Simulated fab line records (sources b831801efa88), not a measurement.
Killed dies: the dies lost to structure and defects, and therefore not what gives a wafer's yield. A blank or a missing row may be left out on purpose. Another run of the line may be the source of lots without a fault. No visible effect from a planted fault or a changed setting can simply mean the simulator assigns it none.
fab line records	flow sky130
record: lots: 10	wafers: 30	last-day: 50
route steps=708 shown VIA3@597 METAL4@602 PASSIVATION@683 PAD_OPEN@707
lots that met no fault: from a run of the same line without faults
start-h: hours from the record's first day to the start of the lot's first wafer shown	wait-h: how many hours have passed since the lot's step before this one	" unchanged from the row above	L1.1+2: a single row standing in for several wafers	- either no value or no given start	* or withheld: withheld	< > ~ a bound
route shown NAME@n: names a module that has steps shown in the file, with the first one's number in the route	usual: the fault-free wafers' mean and standard deviation	same: alike in all rows	chamber/n: place in a boat	sites: readings site by site	_std_site: their standard deviation	_edge_site: outer sites' mean less inner sites'	radius-mm: for every site, how far away it sits from the centre of the wafer	mask NAME#n: copy n	behind: the tool/chamber that last shaped the wafer	hold: what put the lot on hold/how long, in hours/how the hold closed	device: the n, p or np transistor that did not switch	end of line: the route-end tests of the same wafers	step lacking rows: just its recipe	killed: dies that structure and defects cost at the first sort, which is not the same as the wafer's yield	map: per-die view of a wafer (x killed, . not killed, _ where there is no die)
set.NAME: setting as actually run; set.NAME@STEP: the setting as run at that earlier step	model.NAME: the simulator's own value behind a step, which no gauge read
one table for each step of the route and one row for each wafer, over a sample of lots
services: when a tool's chamber went out of use (start-h, in hours from the record's first day, below 0 if earlier), for how many hours, and the reason
== steps ==
step: SKY_VIA3_CMP_24
recipe: stop-on: SiO2	t-overpolish-s: 20	down-force-psi: 3.5	platen-rpm: 60	target-thk-nm: 0	pad-velocity-m-s: 0.94248
usual: motor-current-A: 11.4/1.2	overpolish-run-s: 20.000/0.0094	time-to-endpoint-s: 95/4
lot.wafer	tool	chamber	start-h	wait-h	motor-current-A	overpolish-run-s	time-to-endpoint-s
L966.4	cmp-02	0	931.47	0.1	10.3	20.006	93
L966.2	"	1	"	"	9.8	20.009	97
L966.6	"	0	"	"	10.6	20.001	94
L967.2	cmp-02	0	941.04	0.5	10.9	20.008	94
L967.4	"	1	"	"	9.4	19.984	93
L967.3	"	3	"	"	11.7	19.985	93
L970.4	cmp-01	1	970.42	0.0	11.7	19.997	93
L970.1	"	2	"	"	10.4	19.992	100
L970.3	"	3	"	"	11.5	19.992	98
L972.1	cmp-01	2	981.98	0.1	10.8	19.984	100
L972.2	"	3	"	"	10.6	19.997	99
L972.3	"	0	"	"	12.1	20.001	89
L974.3	cmp-02	3	1001.60	0.1	11.7	20.007	91
L974.1	"	1	"	"	9.8	19.978	95
L974.6	"	3	"	"	11.6	19.994	95
L977.4	cmp-02	1	1019.00	0.0	10.1	19.995	99
L977.1	"	2	"	"	13.8	19.996	92
L977.6	"	2	"	"	13.5	19.975	96
L978.4	cmp-01	3	1027.68	0.2	11.0	20.008	98
L978.6	"	0	"	"	12.6	20.003	94
L978.5	"	1	"	"	12.3	20.008	97
L979.1	cmp-02	0	1029.03	0.1	10.3	19.985	103
L979.3	"	3	"	"	11.8	19.996	99
L979.6	"	0	"	"	10.4	20.016	98
L980.2	cmp-01	3	1040.10	2.3	10.9	20.008	98
L980.1	"	1	"	"	11.9	20.008	99
L980.5	"	0	"	"	13.1	19.992	93
L985.1	cmp-01	2	1093.91	0.1	10.3	20.016	96
L985.3	"	3	"	"	11.2	19.992	99
L985.5	"	1	"	"	11.5	20.004	99
step: SKY_METAL4_SPUTTER_04
recipe: material: TiN	target-thk-nm: 70	power-w: 6500	time-s: 58.3	chamber-pressure-pa: 0.4
usual: chamber-pressure-pa: 0.3999/0.0008	throttle-valve-pct: 30.6/0.99
lot.wafer	tool	chamber	start-h	wait-h	chamber-pressure-pa	throttle-valve-pct
L966.2	pvd-sputter-01	-	931.82	0.0	0.4009	31.0
L966.4	"	-	"	"	0.4015	31.2
L966.6	"	-	"	"	0.3987	30.8
L967.2	pvd-sputter-04	-	941.44	0.0	0.3989	32.5
L967.3	"	-	"	"	0.3995	30.7
L967.4	"	-	"	"	0.3998	29.5
L970.1	pvd-sputter-01	-	970.83	0.0	0.4008	29.8
L970.3	"	-	"	"	0.3982	31.0
L970.4	"	-	"	"	0.4003	31.2
L972.1	pvd-sputter-01	-	982.38	0.0	0.4010	29.9
L972.2	"	-	"	"	0.3987	31.5
L972.3	"	-	"	"	0.4001	30.9
L974.1	pvd-sputter-03	-	1001.95	0.0	0.3986	31.0
L974.3	"	-	"	"	0.3991	29.6
L974.6	"	-	"	"	0.3998	29.0
L977.1	pvd-sputter-03	-	1019.40	0.0	0.3995	31.8
L977.4	"	-	"	"	0.3993	31.1
L977.6	"	-	"	"	0.3998	32.0
L978.4	pvd-sputter-04	-	1027.94	0.0	0.3994	29.7
L978.5	"	-	"	"	0.3998	30.7
L978.6	"	-	"	"	0.3998	32.3
L979.1	pvd-sputter-01	-	1029.44	0.0	0.4006	31.0
L979.3	"	-	"	"	0.3991	30.7
L979.6	"	-	"	"	0.3989	30.0
L980.1	pvd-sputter-03	-	1040.50	0.0	0.3994	28.8
L980.2	"	-	"	"	0.3996	31.4
L980.5	"	-	"	"	0.4012	28.7
L985.1	pvd-sputter-04	-	1094.21	0.0	0.3993	29.4
L985.3	"	-	"	"	0.4003	32.2
L985.5	"	-	"	"	0.4008	32.3
step: SKY_PASSIVATION_CVD_02
recipe: material: Si3N4	target-thk-nm: 540	temp-c: 400	time-s: withheld	rf-w: 450
usual: heater-power-w: 730/100	rf-fwd-power-W: 448.8/1.4
lot.wafer	tool	chamber	start-h	wait-h	heater-power-w	rf-fwd-power-W
L966.2	pecvd-04	0	1031.13	0.0	729	450.4
L966.4	"	1	"	"	750	446.9
L966.6	"	0	"	"	762	449.8
L967.2	pecvd-03	2	1039.45	0.0	791	449.4
L967.3	"	0	"	"	937	446.6
L967.4	"	0	"	"	770	448.0
L970.1	pecvd-03	0	1065.82	0.1	955	445.7
L970.3	"	1	"	"	742	450.2
L970.4	"	0	"	"	782	450.6
L972.1	pecvd-03	0	1075.61	0.1	939	447.9
L972.2	"	1	"	"	643	447.4
L972.3	"	2	"	"	816	270.1
L974.1	pecvd-04	1	1093.16	0.1	854	448.7
L974.3	"	0	"	"	664	448.5
L974.6	"	1	"	"	683	446.6
L977.1	pecvd-04	1	1109.56	0.1	803	450.4
L977.4	"	2	"	"	790	450.5
L977.6	"	0	"	"	746	448.0
L978.4	pecvd-03	0	1115.36	0.1	886	444.5
L978.5	"	0	"	"	908	445.8
L978.6	"	1	"	"	660	449.2
L979.1	pecvd-03	1	1117.12	0.1	671	449.1
L979.3	"	0	"	"	820	448.5
L979.6	"	1	"	"	702	449.5
L980.1	pecvd-02	1	1125.36	0.1	756	448.0
L980.2	"	0	"	"	498	448.9
L980.5	"	2	"	"	751	449.8
L985.1	pecvd-04	2	1172.85	0.1	725	449.5
L985.3	"	1	"	"	811	449.9
L985.5	"	1	"	"	831	450.1
step: SKY_PASSIVATION_THK_MEAS_03
recipe: reads: Si3N4_of_PASSIVATION_CVD_02
usual: PASSIVATION_CVD_02_THK: 540/7
lot.wafer	tool	chamber	start-h	wait-h	hold	PASSIVATION_CVD_02_THK[nm]
L966.2	film-metro-01	-	1031.37	-	-	535
L966.4	"	-	"	"	-	552
L966.6	"	-	"	"	-	537
L967.2	film-metro-02	-	1039.68	-	-	541
L967.3	"	-	"	"	-	544
L967.4	"	-	"	"	-	546
L970.1	film-metro-04	-	1066.04	-	-	550
L970.3	"	-	"	"	-	543
L970.4	"	-	"	"	-	548
L972.1	film-metro-01	-	1075.83	-	await-dispo/0.2h/release	535
L972.2	"	-	"	"	await-dispo/0.2h/release	539
L972.3	"	-	"	"	await-dispo/0.2h/release	457
L972.1	film-metro-01	-	1076.06	0.2	-	535
L972.2	"	-	"	"	-	539
L972.3	"	-	"	"	-	457
L974.1	film-metro-02	-	1093.38	-	-	532
L974.3	"	-	"	"	-	529
L974.6	"	-	"	"	-	536
L977.1	film-metro-04	-	1109.78	-	-	546
L977.4	"	-	"	"	-	544
L977.6	"	-	"	"	-	551
L978.4	film-metro-01	-	1115.61	-	-	540
L978.5	"	-	"	"	-	541
L978.6	"	-	"	"	-	551
L979.1	film-metro-02	-	1117.46	-	-	537
L979.3	"	-	"	"	-	536
L979.6	"	-	"	"	-	540
L980.1	film-metro-04	-	1125.58	-	-	539
L980.2	"	-	"	"	-	537
L980.5	"	-	"	"	-	548
L985.1	film-metro-04	-	1173.07	-	-	528
L985.3	"	-	"	"	-	532
L985.5	"	-	"	"	-	549
step: SKY_PASSIVATION_ETCH_11
recipe: chemistry: CF4/O2	target-depth-nm: 725	stop-on: AlCu	source-w: 800	bias-w: 150	pressure-mtorr: 150	cf4-flow-sccm: 80	O2_flow_sccm: 10	time-s: 161.1
usual: O2_flow_sccm: 9.997/0.028	bias-w: 150.0/0.46	drypump-motor-current-A: 5.5/0.33	oes-product-au: 0.978/0.0072	throttle-valve-pct: 5.965/0.0093
lot.wafer	tool	chamber	start-h	wait-h	O2_flow_sccm	bias-w	drypump-motor-current-A	oes-product-au	rf-hours-counter-h	throttle-valve-pct
L966.2	rie-diel-02	2	1053.31	-	9.961	150.5	5.3	0.971	23	5.967
L966.4	"	1	"	"	9.943	149.7	5.5	0.987	-	5.994
L966.6	"	0	"	"	9.995	150.6	5.4	0.981	-	5.957
L967.2	rie-diel-02	1	1060.36	-	10.023	149.9	5.5	0.978	12	5.953
L967.3	"	2	"	"	9.995	149.9	5.3	0.977	23	5.979
L967.4	"	0	"	"	9.968	150.2	5.4	0.991	3	5.980
L970.1	rie-diel-04	0	1086.81	-	10.051	150.0	5.6	0.983	10	5.956
L970.3	"	1	"	"	10.025	150.6	4.9	0.978	18	5.974
L970.4	"	3	"	"	9.993	149.2	5.2	0.985	16	5.947
L972.1	rie-diel-03	2	1096.03	-	9.999	150.4	5.4	0.970	27	5.949
L972.2	"	1	"	"	10.034	149.1	5.8	0.969	28	5.974
L972.3	"	0	"	"	9.946	149.5	6.0	0.913	18	5.947
L974.1	rie-diel-04	1	1113.23	-	10.011	150.8	4.9	0.974	19	5.960
L974.3	"	2	"	"	9.954	149.6	5.8	0.963	11	5.952
L974.6	"	2	"	"	9.982	150.6	5.8	0.973	-	5.965
L977.1	rie-diel-02	2	1128.46	-	9.989	150.4	5.3	0.981	25	5.971
L977.4	"	2	"	"	10.012	150.0	5.3	0.988	-	5.972
L977.6	"	0	"	"	10.011	149.4	5.4	0.985	-	5.970
L978.4	rie-diel-02	3	1134.38	-	10.001	150.0	5.9	0.980	10	5.948
L978.5	"	0	"	"	9.950	150.3	5.4	0.980	-	5.953
L978.6	"	3	"	"	10.031	149.6	5.9	0.982	-	5.952
L979.1	rie-diel-02	1	1136.61	-	10.010	149.9	5.5	0.973	14	5.958
L979.3	"	3	"	"	9.982	150.8	5.9	0.976	10	5.969
L979.6	"	1	"	"	9.984	149.9	5.5	0.990	-	5.948
L980.1	rie-diel-02	0	1144.11	-	10.019	149.2	5.4	0.979	6	5.961
L980.2	"	2	"	"	9.964	149.9	5.3	0.979	26	5.966
L980.5	"	2	"	"	9.981	151.0	5.4	0.987	-	5.981
L985.1	rie-diel-04	1	1189.01	-	10.030	150.0	4.9	0.972	21	5.982
L985.3	"	2	"	"	10.002	150.3	5.8	0.968	13	5.968
L985.5	"	1	"	"	10.023	150.1	4.9	0.991	-	5.979
step: SKY_PAD_OPEN_BOW_MEAS_13
recipe: mode: bow
usual: PAD_OPEN_BOW: 46/9.6
lot.wafer	tool	chamber	start-h	wait-h	PAD_OPEN_BOW[um]
L966.2	film-metro-03	-	1076.51	-	67
L966.4	"	-	"	"	64
L966.6	"	-	"	"	66
L967.2	film-metro-02	-	1083.74	-	37
L967.3	"	-	"	"	50
L967.4	"	-	"	"	46
L970.1	film-metro-02	-	1108.74	-	46
L970.3	"	-	"	"	41
L970.4	"	-	"	"	51
L972.1	film-metro-03	-	1117.34	-	42
L972.2	"	-	"	"	43
L972.3	"	-	"	"	35
L974.1	film-metro-01	-	1135.10	-	45
L974.3	"	-	"	"	41
L974.6	"	-	"	"	39
L977.1	film-metro-03	-	1149.40	-	40
L977.4	"	-	"	"	42
L977.6	"	-	"	"	43
L978.4	film-metro-03	-	1154.75	-	41
L978.5	"	-	"	"	45
L978.6	"	-	"	"	49
L979.1	film-metro-01	-	1157.12	-	43
L979.3	"	-	"	"	38
L979.6	"	-	"	"	51
L980.1	film-metro-02	-	1163.97	-	42
L980.2	"	-	"	"	39
L980.5	"	-	"	"	37
L985.1	film-metro-02	-	1207.56	-	48
L985.3	"	-	"	"	48
L985.5	"	-	"	"	43
step: SKY_PAD_OPEN_PROBE_99
usual: defect-limited-yield: 82.6/1.9	killed_at_M0_to_M3: 43/7.3	killed_at_M4_up: 3.0/2	killed-at-contacts: 24/5.2	killed-at-front-end: 15/4.4	killed-at-other: 0.2/0.48	killed-dies: 86/9.1	killed-on-rim: 16/4	killed-open: 47/7.3	killed-short: 38/6.4	sort_bin_3_pad_short: 0.8/0.38	sort_bin_5_function: 10.5/1.4	sort_bin_6_memory: 6.1/1.1	sort-n-pass: 406/9.1	sort-yield-pct: 82.6/1.9
same: gross-dies: 492	killed-at-back-side: 0	sort_bin_4_leakage[%]: 0	sort_bin_8_speed[%]: 0
lot.wafer	tool	chamber	start-h	wait-h	defect-limited-yield[%]	killed_at_M0_to_M3	killed_at_M4_up	killed-at-contacts	killed-at-front-end	killed-at-other	killed-dies	killed-on-rim	killed-open	killed-short	sort_bin_3_pad_short[%]	sort_bin_5_function[%]	sort_bin_6_memory[%]	sort-n-pass	sort-yield-pct[%]
L966.2	prober-02	-	1076.66	0.1	81.7	36	2	36	16	0	90	19	52	35	0.8	10.6	6.9	402	81.7
L966.4	prober-02	-	1076.76	0.2	80.5	50	3	29	12	2	96	19	61	33	0.8	11.4	7.3	396	80.5
L966.6	prober-02	-	1076.86	0.2	86.2	39	2	20	7	0	68	11	40	28	0.4	8.3	5.1	424	86.2
L972.1	prober-02	-	1117.46	0.1	83.9	40	1	25	13	0	79	17	38	41	0.6	9.6	5.9	413	83.9
L972.2	prober-02	-	1117.51	0.1	83.5	40	2	26	13	0	81	16	46	35	0.6	10.2	5.7	411	83.5
L972.3	prober-02	-	1117.56	0.2	83.7	29	6	28	16	1	80	13	43	37	0.6	11.4	4.3	412	83.7
L974.1	prober-02	-	1135.22	0.1	84.6	40	1	22	13	0	76	17	37	39	1.0	8.7	5.7	416	84.6
L974.3	prober-02	-	1135.32	0.2	82.3	42	3	21	21	0	87	20	45	42	0.8	10.4	6.5	405	82.3
L974.6	prober-02	-	1135.47	0.2	83.7	40	4	28	8	0	80	16	40	40	1.2	8.3	6.7	412	83.7
L977.1	prober-01	-	1149.52	0.1	82.7	41	2	27	15	0	85	18	50	35	1.6	10.2	5.5	407	82.7
L977.4	prober-01	-	1149.67	0.2	82.5	32	4	28	22	0	86	18	39	47	0.6	10.8	6.1	406	82.5
L977.6	prober-01	-	1149.77	0.2	82.1	50	2	25	11	0	88	19	41	47	1.4	11.2	5.3	404	82.1
L978.4	prober-02	-	1154.96	0.2	79.9	46	2	27	24	0	99	19	57	42	1.2	11.4	7.5	393	79.9
L978.5	prober-02	-	1155.01	0.2	80.5	56	3	22	15	0	96	16	47	47	0.4	12.4	6.7	396	80.5
L978.6	prober-02	-	1155.06	0.2	80.7	42	2	28	23	0	95	20	55	39	0.4	11.6	7.3	397	80.7
L979.1	prober-01	-	1157.24	0.1	82.1	37	5	34	11	1	88	17	50	38	0.8	11.4	5.7	404	82.1
L979.3	prober-01	-	1157.34	0.2	82.1	42	3	25	18	0	88	21	45	43	0.8	9.3	7.7	404	82.1
L979.6	prober-01	-	1157.49	0.2	79.5	43	4	29	24	1	101	13	47	54	1.6	10.4	8.5	391	79.5
L980.2	prober-02	-	1164.14	0.1	85.4	28	3	26	15	0	72	10	32	39	0.8	8.9	4.9	420	85.4
L980.5	prober-02	-	1164.29	0.2	80.3	45	6	22	24	0	97	23	47	50	1.0	10.0	8.7	395	80.3
L985.1	prober-01	-	1207.68	0.1	82.9	42	5	26	11	0	84	16	47	37	0.4	9.8	6.9	408	82.9
L985.3	prober-01	-	1207.78	0.2	79.1	46	4	30	23	0	103	23	62	41	0.6	12.0	8.3	389	79.1
L985.5	prober-01	-	1207.88	0.2	82.1	47	3	26	12	0	88	15	37	50	1.8	10.0	6.1	404	82.1
killed by level:class
L966.2 LI_CONTACT:geometric-particle:open=16 CONTACT:geometric-particle:open=10 VIA1:geometric-particle:open=7 VIA3:geometric-particle:open=7 FIELD_ISO:geometric-particle:short=4 FIELD_ISO:geometric-particle:open=4 LOCAL_INTERCONNECT:geometric-particle:short=4 VIA1:geometric-particle:short=4
L966.4 VIA1:geometric-particle:open=14 LI_CONTACT:geometric-particle:open=12 VIA3:geometric-particle:open=10 CONTACT:geometric-particle:open=7 VIA2:geometric-particle:open=7 FIELD_ISO:geometric-particle:open=5 VIA3:geometric-particle:short=5 LI_CONTACT:geometric-particle:short=4
L966.6 CONTACT:geometric-particle:open=10 VIA1:geometric-particle:open=10 VIA2:geometric-particle:open=8 LI_CONTACT:geometric-particle:open=5 VIA1:geometric-particle:short=5 METAL2:geometric-particle:short=5 VIA2:geometric-particle:short=4 CONTACT:geometric-particle:short=3
L972.1 VIA3:geometric-particle:open=8 METAL2:geometric-particle:short=7 LI_CONTACT:geometric-particle:short=6 LI_CONTACT:geometric-particle:open=6 METAL1:geometric-particle:short=6 VIA1:geometric-particle:open=5 POLY_GATE:geometric-particle:short=4 LOCAL_INTERCONNECT:geometric-particle:short=4
L972.2 CONTACT:geometric-particle:open=9 VIA1:geometric-particle:open=9 LI_CONTACT:geometric-particle:open=8 METAL2:geometric-particle:short=6 VIA3:geometric-particle:open=6 VIA2:geometric-particle:open=6 METAL1:geometric-particle:short=4 SPACER:geometric-particle:short=4
L972.3 LI_CONTACT:geometric-particle:open=10 CONTACT:geometric-particle:open=8 METAL1:geometric-particle:short=6 POLY_GATE:geometric-particle:open=5 CONTACT:geometric-particle:short=5 METAL2:geometric-particle:short=5 VIA1:geometric-particle:open=4 VIA2:geometric-particle:open=4
L974.1 CONTACT:geometric-particle:open=10 VIA1:geometric-particle:short=9 VIA3:geometric-particle:open=8 VIA1:geometric-particle:open=7 VIA2:geometric-particle:open=5 FIELD_ISO:geometric-particle:short=4 CONTACT:geometric-particle:short=4 LOCAL_INTERCONNECT:geometric-particle:short=3
L974.3 VIA1:geometric-particle:open=8 VIA2:geometric-particle:open=8 LI_CONTACT:geometric-particle:open=7 METAL1:geometric-particle:short=7 CONTACT:geometric-particle:open=6 FIELD_ISO:geometric-particle:open=5 METAL2:geometric-particle:short=5 SPACER:geometric-particle:open=5
L974.6 VIA1:geometric-particle:open=9 CONTACT:geometric-particle:short=7 CONTACT:geometric-particle:open=7 LI_CONTACT:geometric-particle:open=6 LOCAL_INTERCONNECT:geometric-particle:short=6 VIA3:geometric-particle:open=6 VIA1:geometric-particle:short=5 METAL2:geometric-particle:short=3
L977.1 VIA1:geometric-particle:open=14 CONTACT:geometric-particle:open=12 METAL1:geometric-particle:short=7 CONTACT:geometric-particle:short=5 FIELD_ISO:geometric-particle:open=4 VIA3:geometric-particle:open=4 POLY_GATE:geometric-particle:open=4 LI_CONTACT:geometric-particle:open=4
L977.4 CONTACT:geometric-particle:open=9 FIELD_ISO:geometric-particle:short=8 LOCAL_INTERCONNECT:geometric-particle:short=7 CONTACT:geometric-particle:short=6 METAL2:geometric-particle:short=6 FIELD_ISO:geometric-particle:open=5 POLY_GATE:geometric-particle:open=5 VIA1:geometric-particle:open=5
L977.6 VIA1:geometric-particle:open=9 CONTACT:geometric-particle:open=8 VIA2:geometric-particle:open=8 VIA3:geometric-particle:open=7 CONTACT:geometric-particle:short=5 LOCAL_INTERCONNECT:geometric-particle:short=5 METAL1:geometric-particle:short=5 FIELD_ISO:geometric-particle:short=4
L978.4 VIA1:geometric-particle:open=14 CONTACT:geometric-particle:open=12 POLY_GATE:geometric-particle:open=9 FIELD_ISO:geometric-particle:short=8 VIA1:geometric-particle:short=7 LOCAL_INTERCONNECT:geometric-particle:short=6 VIA2:geometric-particle:open=6 VIA3:geometric-particle:open=5
L978.5 VIA1:geometric-particle:open=11 METAL1:geometric-particle:short=11 CONTACT:geometric-particle:open=11 VIA2:geometric-particle:open=7 METAL2:geometric-particle:short=7 LI_CONTACT:geometric-particle:open=6 FIELD_ISO:geometric-particle:short=4 CONTACT:geometric-particle:short=4
L978.6 VIA1:geometric-particle:open=16 CONTACT:geometric-particle:open=14 LI_CONTACT:geometric-particle:open=8 METAL1:geometric-particle:short=8 FIELD_ISO:geometric-particle:short=7 FIELD_ISO:geometric-particle:open=5 POLY_GATE:geometric-particle:short=4 LOCAL_INTERCONNECT:geometric-particle:short=4
L979.1 CONTACT:geometric-particle:open=15 VIA2:geometric-particle:open=9 LI_CONTACT:geometric-particle:open=6 CONTACT:geometric-particle:short=6 VIA1:geometric-particle:open=6 VIA3:geometric-particle:short=5 POLY_GATE:geometric-particle:short=4 LOCAL_INTERCONNECT:geometric-particle:short=4
L979.3 VIA1:geometric-particle:open=11 VIA3:geometric-particle:open=9 CONTACT:geometric-particle:open=9 POLY_GATE:geometric-particle:short=6 VIA2:geometric-particle:open=6 FIELD_ISO:geometric-particle:short=5 LI_CONTACT:geometric-particle:open=5 LOCAL_INTERCONNECT:geometric-particle:short=4
L979.6 VIA1:geometric-particle:short=10 CONTACT:geometric-particle:open=8 FIELD_ISO:geometric-particle:open=7 LI_CONTACT:geometric-particle:open=7 FIELD_ISO:geometric-particle:short=6 LI_CONTACT:geometric-particle:short=6 VIA3:geometric-particle:open=5 METAL1:geometric-particle:short=5
L980.2 CONTACT:geometric-particle:open=11 METAL1:geometric-particle:short=7 FIELD_ISO:geometric-particle:short=5 POLY_GATE:geometric-particle:short=5 LI_CONTACT:geometric-particle:open=5 VIA3:geometric-particle:short=5 LI_CONTACT:geometric-particle:short=4 VIA1:geometric-particle:open=4
L980.5 VIA3:geometric-particle:open=14 CONTACT:geometric-particle:open=10 FIELD_ISO:geometric-particle:short=9 METAL2:geometric-particle:short=8 POLY_GATE:geometric-particle:short=7 METAL1:geometric-particle:short=6 POLY_GATE:geometric-particle:open=5 VIA1:geometric-particle:open=5
L985.1 VIA1:geometric-particle:open=11 CONTACT:geometric-particle:open=10 VIA2:geometric-particle:open=7 LOCAL_INTERCONNECT:geometric-particle:short=6 LI_CONTACT:geometric-particle:open=5 VIA1:geometric-particle:short=5 FIELD_ISO:geometric-particle:short=4 FIELD_ISO:geometric-particle:open=4
L985.3 CONTACT:geometric-particle:open=10 LI_CONTACT:geometric-particle:open=9 VIA3:geometric-particle:open=9 VIA1:geometric-particle:open=7 POLY_GATE:geometric-particle:short=6 CONTACT:geometric-particle:short=6 VIA2:geometric-particle:open=6 FIELD_ISO:geometric-particle:open=5
L985.5 VIA1:geometric-particle:short=9 VIA3:geometric-particle:open=9 CONTACT:geometric-particle:open=8 LI_CONTACT:geometric-particle:short=6 LOCAL_INTERCONNECT:geometric-particle:short=6 VIA1:geometric-particle:open=6 VIA2:geometric-particle:open=6 FIELD_ISO:geometric-particle:short=5
== services ==
tool	chamber	start-h	hours	kind
cmp-01	-	911.60	1.1	repair
rie-diel-02	3	913.51	4.2	repair
pecvd-04	-	914.22	4.9	repair
pvd-sputter-01	-	932.81	21.8	repair
pecvd-04	-	934.15	28.1	pm
rie-diel-02	-	935.11	4.5	repair
cmp-01	-	937.63	3.0	pm
cmp-01	-	938.76	2.1	repair
cmp-01	-	940.89	4.0	pm
cmp-01	-	962.84	2.2	repair
cmp-02	-	976.44	0.5	repair
cmp-02	-	1007.81	5.9	pm
cmp-01	-	1027.87	0.6	repair
cmp-02	-	1037.68	2.7	repair
rie-diel-02	-	1039.63	2.8	pm
rie-diel-02	3	1053.30	5.7	repair
cmp-02	-	1059.04	1.5	repair
cmp-02	-	1067.79	4.0	pm
cmp-02	-	1068.87	0.7	repair
rie-diel-02	-	1070.94	2.9	repair
rie-diel-02	3	1121.76	7.7	repair
rie-diel-02	3	1143.59	3.7	repair
cmp-01	-	1146.31	1.9	repair
rie-diel-02	1	1166.90	13.5	repair
== key ==
first-sign: step: SKY_PASSIVATION_CVD_02	reading: rf-fwd-power-W	direction: down	sigmas: 99+	usual: 448.8	struck: 270.1
effect: step: SKY_PASSIVATION_THK_MEAS_03	reading: visit	direction: added
effect: step: SKY_PASSIVATION_THK_MEAS_03	reading: PASSIVATION_CVD_02_THK	direction: down	sigmas: 12	usual: 540	struck: 457
effect: step: SKY_PASSIVATION_ETCH_11	reading: oes-product-au	direction: down	sigmas: 9	usual: 0.978	struck: 0.913
met-at SKY_PASSIVATION_CVD_02
struck-lots L972
struck-wafers L972.3
not-acting-at SKY_VIA3_CMP_24,SKY_METAL4_SPUTTER_04,SKY_PAD_OPEN_BOW_MEAS_13
onset-between 1039.45 1075.61
fault: kind: process-parameter-drift	tool: pecvd-03	chamber: 2	onset-h: 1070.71	steps: SKY_PASSIVATION_CVD_02	channel: rf-w	offset: -180	shape: step	end-h: 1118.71	acts-in: these-recipes-only	stated: 450
